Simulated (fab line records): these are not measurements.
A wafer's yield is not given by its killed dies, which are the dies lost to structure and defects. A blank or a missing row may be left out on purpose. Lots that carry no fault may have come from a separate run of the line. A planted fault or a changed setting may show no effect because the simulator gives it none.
fab line records | flow sky130
record lots=7 wafers=21 last-day=50
route steps=708 shown METAL4@627 VIA4@639 PAD_OPEN@708
lots that met no fault: from a run of the same line without faults
start-h: the number of hours between the record's first day and the start of the first shown wafer of the lot | wait-h: hours elapsed since this lot's preceding step | " identical to the entry in the row above | L1.1+2: several wafers, shown together as one row | - no value present, or no start provided | * or withheld: withheld | < > ~ a bound
route shown NAME@n: a module of which the file shows steps, and the number in the route of the first | usual: mean/standard deviation taken from wafers without a fault | same: alike in all rows | chamber/n: place in a boat | sites: the reading at each site | _std_site: the standard deviation of these | _edge_site: inner sites' mean taken away from outer sites' mean | radius-mm: for every site, how far away it sits from the centre of the wafer | mask NAME#n: copy n | behind: the last tool/chamber to shape the wafer | hold: what put the lot on hold/how long, in hours/how the hold closed | device: whichever transistor did not switch (one of n, p or np) | end of line: the route-end tests of the same wafers | a step given without rows: its recipe and nothing more | killed: dies that structure and defects cost at the first sort, which is not the same as the wafer's yield | map: shows each die of a wafer: x if killed, . if not, _ if none is there
set.NAME: setting as actually run; set.NAME@STEP: the setting as run at that earlier step | model.NAME: the simulator's own value behind a step, which no gauge read
lots seen at some steps along the route; tables by step, rows by wafer
services: when a tool's chamber went out of use (start-h, in hours from the record's first day, below 0 if earlier), for how many hours, and the reason
## steps
# step SKY_METAL4_PEB_11
# recipe peb-temp-c=withheld peb-time-s=withheld resist=KrF-thick
# step SKY_METAL4_DEVELOP_12
# recipe develop-time-s=60 resist=KrF-thick dev-temp-c=21
# step SKY_METAL4_CD_MEAS_13
# recipe target-cd-nm=300
# usual cd-nm=299.9/1.4
# columns lot.wafer tool chamber start-h wait-h cd-nm
L201.1 cd-sem-02 - 1013.10 - 301.9
L201.4 " - " " 302.2
L201.6 " - " " 302.1
L203.1 cd-sem-02 - 1026.73 - 297.4
L203.5 " - " " 297.5
L203.6 " - " " 297.4
L204.1 cd-sem-02 - 1029.30 - 299.4
L204.2 " - " " 298.3
L204.6 " - " " 298.5
L211.1 cd-sem-02 - 1069.78 - 298.1
L211.2 " - " " 297.1
L211.5 " - " " 298.0
L213.1 cd-sem-02 - 1082.98 - 298.6
L213.4 " - " " 298.4
L213.5 " - " " 297.7
L215.4 cd-sem-01 - 1091.46 - 301.3
L215.5 " - " " 300.6
L215.6 " - " " 299.6
L218.2 cd-sem-01 - 1114.60 - 298.5
L218.5 " - " " 299.8
L218.6 " - " " 299.7
# step SKY_METAL4_OVL_MEAS_14
# usual METAL4_OVL=-2/5.2
# columns lot.wafer tool chamber start-h wait-h METAL4_OVL[nm]
L201.1 overlay-01 - 1013.22 0.1 -3
L201.4 " - " " 10
L201.6 " - " " -1
L203.1 overlay-01 - 1026.85 0.1 -3
L203.5 " - " " -5
L203.6 " - " " -13
L204.1 overlay-01 - 1029.42 0.1 -6
L204.2 " - " " 1
L204.6 " - " " -1
L211.1 overlay-02 - 1069.90 0.1 5
L211.2 " - " " 5
L211.5 " - " " 3
L213.1 overlay-02 - 1083.10 0.1 -15
L213.4 " - " " -1
L213.5 " - " " -4
L215.4 overlay-01 - 1091.54 0.1 -3
L215.5 " - " " -1
L215.6 " - " " -5
L218.2 overlay-01 - 1114.71 0.1 0
L218.5 " - " " 1
L218.6 " - " " -5
# step SKY_METAL4_DESCUM_15
# recipe chemistry=O2 source-power-w=150 bias-power-w=0 pressure-mtorr=10 temp-c=40 time-s=8
# usual drypump-motor-current-A=5.8/0.42 oes-product-au=1.008/0.011
# columns lot.wafer tool chamber start-h wait-h drypump-motor-current-A oes-product-au rf-hours-counter-h
L201.1 rie-metal-03 0 1013.25 0.0 6.6 1.013 24
L201.4 " 1 " " 5.1 1.001 -
L201.6 " 0 " " 6.6 1.012 -
L203.1 rie-metal-01 0 1026.88 0.0 5.9 1.005 18
L203.5 " 0 " " 5.8 1.011 -
L203.6 " 1 " " 5.8 1.003 -
L204.1 rie-metal-03 1 1029.45 0.0 5.1 1.009 8
L204.2 " 1 " " 5.1 1.007 -
L204.6 " 1 " " 5.1 0.997 -
L211.1 rie-metal-03 1 1069.94 0.0 5.1 1.015 11
L211.2 " 0 " " 6.6 1.014 3
L211.5 " 0 " " 6.5 1.014 -
L213.1 rie-metal-01 1 1083.14 0.0 5.8 1.009 1
L213.4 " 0 " " 5.9 1.013 -
L213.5 " 0 " " 5.9 1.008 -
L215.4 rie-metal-02 0 1091.56 0.0 5.6 1.000 -
L215.5 " 0 " " 5.6 1.006 -
L215.6 " 1 " " 6.3 0.983 -
L218.2 rie-metal-02 0 1114.74 0.0 5.6 1.023 20
L218.5 " 1 " " 6.3 0.997 -
L218.6 " 0 " " 5.6 1.023 -
# step SKY_METAL4_ETCH_16
# recipe chemistry=N2/H2 target=BARC ion-energy-ev=200 bias-w=100 pressure-mtorr=30 n2-flow-sccm=100 h2-flow-sccm=200 icp-w=500 stop-on=SiO2 time-s=88.2 target-depth-a=600
# usual drypump-motor-current-A=5.8/0.43 oes-product-au=0.626/0.0044 throttle-valve-pct=13.205/0.0098
# columns lot.wafer tool chamber start-h wait-h drypump-motor-current-A oes-product-au rf-hours-counter-h throttle-valve-pct
L201.1 rie-metal-03 0 1013.29 0.0 6.6 0.623 24 13.225
L201.4 " 1 " " 5.1 0.617 - 13.216
L201.6 " 0 " " 6.6 0.623 - 13.201
L203.1 rie-metal-01 0 1026.91 0.0 5.9 0.622 18 13.190
L203.5 " 0 " " 5.9 0.628 - 13.211
L203.6 " 1 " " 5.8 0.635 - 13.203
L204.1 rie-metal-03 1 1029.52 0.1 5.1 0.629 8 13.194
L204.2 " 1 " " 5.1 0.623 - 13.192
L204.6 " 1 " " 5.1 0.620 - 13.195
L211.1 rie-metal-03 1 1069.97 0.0 5.1 0.622 11 13.193
L211.2 " 0 " " 6.6 0.632 3 13.204
L211.5 " 0 " " 6.6 0.617 - 13.205
L213.1 rie-metal-01 1 1083.17 0.0 5.8 0.633 1 13.203
L213.4 " 0 " " 5.8 0.625 - 13.205
L213.5 " 0 " " 5.8 0.626 - 13.197
L215.4 rie-metal-02 0 1091.62 0.0 5.6 0.623 - 13.218
L215.5 " 0 " " 5.6 0.625 - 13.199
L215.6 " 1 " " 6.4 0.623 - 13.212
L218.2 rie-metal-02 0 1114.77 0.0 5.7 0.620 20 13.205
L218.5 " 1 " " 6.3 0.623 - 13.194
L218.6 " 0 " " 5.7 0.630 - 13.218
# step SKY_METAL4_ETCH_17
# recipe target=SiO2 stop-on=TiN chemistry=C4F8/O2/Ar source-w=1500 bias-w=1200 pressure-mtorr=40 c4f8-flow-sccm=withheld O2_flow_sccm=6 Ar_flow_sccm=300 time-s=3.9 target-depth-a=150
# usual oes-product-au=0.754/0.0076
# columns lot.wafer tool chamber start-h wait-h oes-product-au rf-hours-counter-h
L201.1 rie-diel-03 0 1013.38 0.1 0.755 18
L201.4 " 3 " " 0.757 8
L201.6 " 2 " " 0.757 -
L203.1 rie-diel-03 3 1027.01 0.1 0.740 9
L203.5 " 3 " " 0.757 -
L203.6 " 2 " " 0.763 -
L204.1 rie-diel-04 1 1029.71 0.2 0.757 12
L204.2 " 2 " " 0.746 18
L204.6 " 2 " " 0.749 -
L211.1 rie-diel-04 3 1070.07 0.1 0.742 25
L211.2 " 2 " " 0.753 19
L211.5 " 3 " " 0.748 -
L213.1 rie-diel-03 3 1083.27 0.1 0.750 10
L213.4 " 2 " " 0.741 1
L213.5 " 1 " " 0.758 -
L215.4 rie-diel-03 2 1091.68 0.0 0.768 1
L215.5 " 2 " " 0.772 -
L215.6 " 1 " " 0.766 -
L218.2 rie-diel-02 0 1114.87 0.1 0.752 0
L218.5 " 2 " " 0.755 -
L218.6 " 3 " " 0.765 -
# step SKY_METAL4_METAL_ETCH_18
# recipe target-depth-a=8450 stop-on=SiO2 over-etch-frac=0.3 time-s=183.1 chemistry=Cl2/BCl3 resist-sidewall-deg=88 pressure-mtorr=10 icp-w=900 bias-w=48.5 Cl2_flow_sccm=60 bcl3-flow-sccm=30
# step SKY_METAL4_STRIP_19
# recipe chemistry=O2/N2 power-w=1400 pressure-mtorr=1500 platen-temp-c=withheld o2-flow-sccm=3000 n2-flow-sccm=300 overash-fraction=0.5
# usual drypump-motor-current-A=5.5/0.59 oes-product-au=0.500/0.0068 strip-time-to-endpoint-s=6.48/0.11
# columns lot.wafer tool chamber start-h wait-h drypump-motor-current-A oes-product-au rf-hours-counter-h strip-time-to-endpoint-s
L201.1 plasma-asher-01 0 1013.64 0.2 5.2 0.497 115 6.39
L201.4 " 1 " " 6.3 0.501 - 6.46
L201.6 " 1 " " 6.3 0.510 - 6.63
L203.1 plasma-asher-03 0 1027.21 0.1 4.8 0.491 59 6.39
L203.5 " 0 " " 4.8 0.509 - 6.70
L203.6 " 1 " " 5.8 0.495 - 6.38
L204.1 plasma-asher-03 1 1029.91 0.1 5.9 0.503 60 6.54
L204.2 " 0 " " 4.8 0.507 60 6.53
L204.6 " 0 " " 4.8 0.502 - 6.49
L211.1 plasma-asher-01 1 1070.27 0.1 6.3 0.497 1 6.45
L211.2 " 0 " " 5.1 0.505 1 6.65
L211.5 " 0 " " 5.2 0.494 - 6.40
L213.1 plasma-asher-04 1 1083.47 0.1 6.2 0.504 97 6.41
L213.4 " 0 " " 4.9 0.500 - 6.62
L213.5 " 0 " " 4.9 0.491 - 6.37
L215.4 plasma-asher-04 0 1091.91 0.1 4.8 0.501 - 6.51
L215.5 " 1 " " 6.1 0.493 - 6.44
L215.6 " 0 " " 4.8 0.514 - 6.59
L218.2 plasma-asher-01 0 1115.07 0.1 5.2 0.500 5 6.49
L218.5 " 0 " " 5.1 0.503 - 6.57
L218.6 " 1 " " 6.3 0.503 - 6.45
# step SKY_METAL4_STRIP_20
# recipe chemistry=post-etch-residue-remover time-s=1200 temp-c=72.5
# step SKY_METAL4_CLEAN_21
# recipe chemistry=IPA time-s=180 temp-c=25
# step SKY_METAL4_CLEAN_22
# recipe chemistry=O3/DIW dry=n2-spin
# step SKY_VIA4_HDPCVD_00
# recipe material=SiO2 target-thk-nm=1750 sigma-open-frac=0.3 time-s=291.7 temp-c=400 sih4-flow-sccm=60 pressure-mtorr=6
# usual pressure-mtorr=6.000/0.013 run-length-s=319.5/0.48
# columns lot.wafer tool chamber start-h wait-h pressure-mtorr run-length-s model.SiO2_of_VIA4_HDPCVD_00.thk-nm
L201.1 hdpcvd-02 1 1014.24 0.0 5.990 241.9 1289
L201.4 " 2 " " 5.986 241.5 1274
L201.6 " 0 " " 6.024 241.5 1269
L203.1 hdpcvd-02 0 1027.89 0.0 6.005 242.5 1266
L203.5 " 2 " " 6.004 242.3 1246
L203.6 " 0 " " 6.017 241.5 1266
L204.1 hdpcvd-02 1 1030.95 0.0 6.014 242.1 1285
L204.2 " 0 " " 6.009 241.8 1283
L204.6 " 0 " " 5.989 242.2 1293
L211.1 hdpcvd-01 1 1070.86 0.0 6.005 318.6 1744
L211.2 " 2 " " 5.990 319.1 1777
L211.5 " 1 " " 5.991 319.2 1729
L213.1 hdpcvd-01 2 1084.07 0.0 6.020 319.5 1760
L213.4 " 1 " " 6.006 319.6 1720
L213.5 " 0 " " 6.005 319.6 1758
L215.4 hdpcvd-02 0 1092.60 0.1 6.019 319.5 1728
L215.5 " 1 " " 6.019 320.1 1754
L215.6 " 2 " " 6.016 319.5 1721
L218.2 hdpcvd-01 0 1115.69 0.0 5.982 319.6 1752
L218.5 " 0 " " 5.985 319.3 1714
L218.6 " 1 " " 5.988 318.8 1747
# step SKY_VIA4_THK_MEAS_01
# recipe reads=SiO2_of_VIA4_HDPCVD_00
# usual VIA4_HDPCVD_THK=1737/19
# columns lot.wafer tool chamber start-h wait-h VIA4_HDPCVD_THK[nm]
L201.1 film-metro-04 - 1014.41 0.1 1288
L201.4 " - " " 1274
L201.6 " - " " 1270
L203.1 film-metro-04 - 1028.07 0.1 1266
L203.5 " - " " 1245
L203.6 " - " " 1265
L204.1 film-metro-03 - 1031.13 0.1 1285
L204.2 " - " " 1283
L204.6 " - " " 1293
L211.1 film-metro-01 - 1071.04 0.1 1745
L211.2 " - " " 1776
L211.5 " - " " 1730
L213.1 film-metro-04 - 1084.25 0.1 1761
L213.4 " - " " 1721
L213.5 " - " " 1758
L215.4 film-metro-04 - 1092.72 0.0 1728
L215.5 " - " " 1755
L215.6 " - " " 1721
L218.2 film-metro-01 - 1115.88 0.1 1752
L218.5 " - " " 1715
L218.6 " - " " 1749
# step SKY_VIA4_CMP_02
# recipe material=SiO2 down-force-psi=4 platen-rpm=60 pad-velocity-m-s=0.94248
# usual motor-current-A=12.3/1.3 platen-rpm=60.00/0.036
# columns lot.wafer tool chamber start-h wait-h motor-current-A platen-rpm
L201.1 cmp-01 1 1014.47 0.1 13.0 60.04
L201.4 " 2 " " 14.1 60.01
L201.6 " 1 " " 12.4 59.90
L203.1 cmp-02 1 1028.13 0.1 10.2 60.02
L203.5 " 1 " " 10.3 60.03
L203.6 " 2 " " 12.8 60.07
L204.1 cmp-01 1 1031.19 0.1 13.6 59.99
L204.2 " 2 " " 13.4 59.97
L204.6 " 1 " " 12.0 60.03
L211.1 cmp-02 2 1071.30 0.3 12.1 60.00
L211.2 " 3 " " 12.9 60.00
L211.5 " 2 " " 12.2 59.94
L213.1 cmp-01 0 1085.36 1.1 12.5 60.05
L213.4 " 3 " " 13.7 60.02
L213.5 " 1 " " 12.3 60.00
L215.4 cmp-01 1 1092.90 0.2 12.4 60.01
L215.5 " 2 " " 14.4 59.98
L215.6 " 3 " " 13.1 60.02
L218.2 cmp-02 0 1116.02 0.1 11.4 60.03
L218.5 " 3 " " 13.8 59.98
L218.6 " 0 " " 11.7 59.99
# step SKY_PAD_OPEN_PROBE_99
# usual defect-limited-yield=82.3/2 killed_at_M0_to_M3=44/7.5 killed_at_M4_up=2.9/1.8 killed-at-contacts=24/5.1 killed-at-front-end=16/4.7 killed-at-other=0.3/0.46 killed-dies=87/9.9 killed-open=47/8 killed-short=39/6.3
# same gross-dies=492 killed-at-back-side=0
# columns lot.wafer tool chamber start-h wait-h defect-limited-yield[%] killed_at_M0_to_M3 killed_at_M4_up killed-at-contacts killed-at-front-end killed-at-other killed-dies killed-open killed-short model.etest.tester.sort-n-pass model.etest.tester.sort-yield-pct model.etest.tester.sort_bin_3_pct model.etest.met5-comb.leak-log10-a-um model.etest.tester.sort_bin_8_pct
L201.1 prober-01 - 1103.70 0.1 79.1 51 2 28 22 0 103 57 46 311 63.21 17.07 -7.969 0.0005783
L201.4 prober-01 - 1103.85 0.2 80.1 53 1 28 16 0 98 55 43 294 59.76 20.93 -7.738 2.232e-05
L201.6 prober-01 - 1103.95 0.2 82.7 41 0 29 14 1 85 46 38 300 60.98 22.56 -7.592 1.518e-08
L203.1 prober-02 - 1117.30 0.1 85.8 41 5 14 10 0 70 31 39 315 64.02 22.76 -7.725 1.477e-07
L203.5 prober-02 - 1117.50 0.2 81.7 43 4 32 10 1 90 41 49 248 50.41 32.11 -7.391 1.529e-06
L203.6 prober-02 - 1117.55 0.2 86.4 30 5 14 17 1 67 28 39 315 64.02 22.56 -7.76 3.993e-05
L204.1 prober-01 - 1119.86 0.1 82.5 40 7 28 11 0 86 37 49 316 64.23 18.9 -8.196 5.238e-06
L204.2 prober-01 - 1119.91 0.1 80.3 44 3 38 11 1 97 54 43 331 67.28 13.82 -8.132 2.509e-06
L204.6 prober-01 - 1120.11 0.2 82.7 49 2 20 14 0 85 45 39 357 72.56 10.98 -8.61 5.782e-06
L211.1 prober-01 - 1156.00 0.1 82.1 36 5 31 16 0 88 42 46 404 82.11 0.813 -12.17 0
L211.2 prober-01 - 1156.05 0.1 81.5 41 4 22 24 0 91 42 48 401 81.5 1.016 -12.09 0
L211.5 prober-01 - 1156.20 0.2 84.6 32 4 24 16 0 76 40 35 416 84.55 0.4065 -11.88 0
L213.1 prober-01 - 1167.20 0.1 81.9 40 3 25 21 0 89 40 48 403 81.91 0.813 -11.99 0
L213.4 prober-01 - 1167.35 0.2 83.7 33 5 25 16 1 80 41 39 412 83.74 0.813 -11.97 0
L213.5 prober-01 - 1167.40 0.2 81.9 48 2 20 19 0 89 49 39 403 81.91 1.22 -11.97 0
L215.4 prober-01 - 1174.62 0.2 81.1 37 6 27 23 0 93 51 42 399 81.1 0.813 -11.9 0
L215.5 prober-01 - 1174.67 0.2 82.5 35 3 23 25 0 86 43 42 406 82.52 0.813 -12.19 0
L215.6 prober-01 - 1174.72 0.2 82.9 38 2 25 19 0 84 49 35 408 82.93 0.813 -11.84 0
L218.2 prober-02 - 1192.35 0.1 80.7 46 2 25 21 1 95 56 39 397 80.69 0.6098 -11.99 0
L218.5 prober-02 - 1192.50 0.2 82.5 56 2 19 9 0 86 51 35 406 82.52 1.016 -12.1 0
L218.6 prober-02 - 1192.55 0.2 81.7 46 3 29 12 0 90 57 33 402 81.71 0.813 -12.2 0
# killed by level:class
L201.1 VIA1:geometric-particle:open=14 CONTACT:geometric-particle:open=8 POLY_GATE:geometric-particle:short=7 VIA2:geometric-particle:open=7 POLY_GATE:geometric-particle:open=6 VIA3:geometric-particle:open=6 FIELD_ISO:geometric-particle:open=5 LI_CONTACT:geometric-particle:open=5
L201.4 VIA1:geometric-particle:open=18 CONTACT:geometric-particle:open=9 VIA3:geometric-particle:open=7 LI_CONTACT:geometric-particle:short=6 METAL2:geometric-particle:short=5 LI_CONTACT:geometric-particle:open=5 CONTACT:geometric-particle:short=5 METAL1:geometric-particle:short=4
L201.6 CONTACT:geometric-particle:open=9 METAL2:geometric-particle:short=9 VIA1:geometric-particle:open=9 LI_CONTACT:geometric-particle:open=8 VIA2:geometric-particle:open=5 VIA1:geometric-particle:short=5 LOCAL_INTERCONNECT:geometric-particle:short=4 METAL1:geometric-particle:short=4
L203.1 VIA1:geometric-particle:open=7 METAL1:geometric-particle:short=7 CONTACT:geometric-particle:open=6 METAL2:geometric-particle:short=6 FIELD_ISO:geometric-particle:short=5 VIA2:geometric-particle:short=5 LI_CONTACT:geometric-particle:open=4 VIA3:geometric-particle:open=4
L203.5 CONTACT:geometric-particle:open=11 METAL1:geometric-particle:short=9 CONTACT:geometric-particle:short=8 METAL2:geometric-particle:short=8 LI_CONTACT:geometric-particle:open=7 VIA1:geometric-particle:open=6 VIA3:geometric-particle:open=6 VIA2:geometric-particle:open=5
L203.6 METAL2:geometric-particle:short=8 FIELD_ISO:geometric-particle:open=7 LOCAL_INTERCONNECT:geometric-particle:short=5 CONTACT:geometric-particle:open=5 FIELD_ISO:geometric-particle:short=4 METAL1:geometric-particle:short=4 POLY_GATE:geometric-particle:short=3 LI_CONTACT:geometric-particle:open=3
L204.1 CONTACT:geometric-particle:open=10 METAL2:geometric-particle:short=10 METAL4:geometric-particle:short=7 VIA1:geometric-particle:open=6 LOCAL_INTERCONNECT:geometric-particle:short=6 CONTACT:geometric-particle:short=5 VIA2:geometric-particle:open=4 LI_CONTACT:geometric-particle:open=4
L204.2 LI_CONTACT:geometric-particle:open=12 CONTACT:geometric-particle:open=11 VIA1:geometric-particle:open=9 CONTACT:geometric-particle:short=7 METAL3:geometric-particle:short=6 VIA2:geometric-particle:open=6 VIA3:geometric-particle:open=5 METAL2:geometric-particle:short=5
L204.6 VIA1:geometric-particle:open=11 VIA2:geometric-particle:open=9 CONTACT:geometric-particle:open=8 FIELD_ISO:geometric-particle:short=7 VIA1:geometric-particle:short=7 METAL2:geometric-particle:short=7 LI_CONTACT:geometric-particle:open=5 METAL1:geometric-particle:short=4
L211.1 CONTACT:geometric-particle:open=10 LI_CONTACT:geometric-particle:open=8 CONTACT:geometric-particle:short=8 METAL2:geometric-particle:short=7 VIA1:geometric-particle:short=6 VIA1:geometric-particle:open=6 FIELD_ISO:geometric-particle:open=5 POLY_GATE:geometric-particle:short=5
L211.2 CONTACT:geometric-particle:open=11 FIELD_ISO:geometric-particle:short=10 METAL2:geometric-particle:short=9 VIA1:geometric-particle:open=8 LI_CONTACT:geometric-particle:open=6 METAL1:geometric-particle:short=5 POLY_GATE:geometric-particle:short=4 METAL4:geometric-particle:short=4
L211.5 CONTACT:geometric-particle:open=10 LI_CONTACT:geometric-particle:open=7 VIA2:geometric-particle:open=6 FIELD_ISO:geometric-particle:open=5 CONTACT:geometric-particle:short=4 METAL2:geometric-particle:short=4 VIA3:geometric-particle:open=4 METAL1:geometric-particle:short=4
L213.1 VIA1:geometric-particle:open=10 CONTACT:geometric-particle:open=8 POLY_GATE:geometric-particle:short=7 CONTACT:geometric-particle:short=7 FIELD_ISO:geometric-particle:short=5 VIA2:geometric-particle:open=5 VIA1:geometric-particle:short=5 FIELD_ISO:geometric-particle:open=4
L213.4 CONTACT:geometric-particle:open=9 VIA1:geometric-particle:open=8 FIELD_ISO:geometric-particle:open=7 LI_CONTACT:geometric-particle:open=5 CONTACT:geometric-particle:short=5 VIA3:geometric-particle:open=5 METAL4:geometric-particle:short=5 FIELD_ISO:geometric-particle:short=4
L213.5 VIA1:geometric-particle:open=11 VIA2:geometric-particle:open=9 LI_CONTACT:geometric-particle:open=6 CONTACT:geometric-particle:open=6 METAL3:geometric-particle:short=6 POLY_GATE:geometric-particle:open=5 CONTACT:geometric-particle:short=5 METAL2:geometric-particle:short=4
L215.4 CONTACT:geometric-particle:open=11 POLY_GATE:geometric-particle:short=8 VIA3:geometric-particle:open=7 LI_CONTACT:geometric-particle:open=6 POLY_GATE:geometric-particle:open=5 METAL1:geometric-particle:short=5 VIA1:geometric-particle:open=5 FIELD_ISO:geometric-particle:open=4
L215.5 POLY_GATE:geometric-particle:short=10 VIA1:geometric-particle:open=8 LI_CONTACT:geometric-particle:open=8 FIELD_ISO:geometric-particle:short=7 VIA2:geometric-particle:open=7 CONTACT:geometric-particle:open=6 CONTACT:geometric-particle:short=5 VIA3:geometric-particle:open=4
L215.6 VIA1:geometric-particle:open=13 CONTACT:geometric-particle:open=8 LI_CONTACT:geometric-particle:open=6 FIELD_ISO:geometric-particle:short=5 POLY_GATE:geometric-particle:short=5 LOCAL_INTERCONNECT:geometric-particle:short=5 VIA2:geometric-particle:open=5 FIELD_ISO:geometric-particle:open=4
L218.2 CONTACT:geometric-particle:open=9 VIA1:geometric-particle:open=9 VIA3:geometric-particle:open=8 POLY_GATE:geometric-particle:short=7 LI_CONTACT:geometric-particle:open=6 METAL1:geometric-particle:short=6 FIELD_ISO:geometric-particle:open=5 METAL2:geometric-particle:short=5
L218.5 VIA1:geometric-particle:open=15 VIA2:geometric-particle:open=10 VIA3:geometric-particle:open=8 CONTACT:geometric-particle:open=7 LI_CONTACT:geometric-particle:open=6 METAL2:geometric-particle:short=5 VIA3:geometric-particle:short=5 CONTACT:geometric-particle:short=4
L218.6 VIA1:geometric-particle:open=18 CONTACT:geometric-particle:open=11 LI_CONTACT:geometric-particle:open=8 FIELD_ISO:geometric-particle:open=5 VIA3:geometric-particle:short=5 VIA1:geometric-particle:short=5 POLY_GATE:geometric-particle:short=4 LOCAL_INTERCONNECT:geometric-particle:short=4
## services
# columns tool chamber start-h hours kind
plasma-asher-04 - 991.74 2.8 pm
cmp-02 - 992.92 11.0 repair
rie-metal-03 0 1014.80 - clean
rie-metal-03 0 1014.80 17.2 scheduled-down
rie-metal-03 0 1014.80 17.2 vent-cycle
rie-diel-02 1 1025.30 1.9 repair
plasma-asher-04 - 1025.45 9.0 repair
plasma-asher-01 - 1030.18 3.7 repair
plasma-asher-04 - 1032.10 1.4 repair
cmp-02 - 1035.19 0.7 repair
rie-metal-01 1 1039.55 - clean
rie-metal-01 1 1039.55 27.8 scheduled-down
rie-metal-01 1 1039.55 27.8 vent-cycle
rie-diel-03 2 1046.79 - clean
cmp-01 - 1050.56 2.3 repair
plasma-asher-01 - 1055.25 9.0 pm
plasma-asher-01 0 1055.25 9.0 vent-cycle
cmp-02 - 1064.55 3.8 repair
cmp-01 - 1080.22 4.8 pm
cmp-02 - 1084.35 4.0 pm
rie-diel-03 1 1094.47 13.4 repair
cmp-02 - 1104.86 0.5 repair
rie-metal-02 - 1107.00 0.5 repair
cmp-01 - 1110.92 4.9 pm
## key
first-sign step=SKY_VIA4_HDPCVD_00 reading=run-length-s direction=down sigmas=99+ usual=* struck=*
effect step=SKY_VIA4_THK_MEAS_01 reading=VIA4_HDPCVD_THK direction=down sigmas=24 usual=1737 struck=1274
model-effect step=SKY_VIA4_HDPCVD_00 value=SiO2_of_VIA4_HDPCVD_00.thk-nm without=1742 struck=1274
model-effect step=SKY_PAD_OPEN_PROBE_99 value=etest.tester.sort-n-pass without=405.2 struck=309.7
met-at SKY_VIA4_HDPCVD_00
struck-wafers L201.1,L201.4,L201.6,L203.1,L203.5,L203.6,L204.1,L204.2,L204.6
fault kind=process-parameter-drift tool=hdpcvd-02 chamber=- onset-h=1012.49 steps=SKY_VIA4_HDPCVD_00 channel=time-s offset=* shape=step end-h=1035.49 acts-in=* stated=*
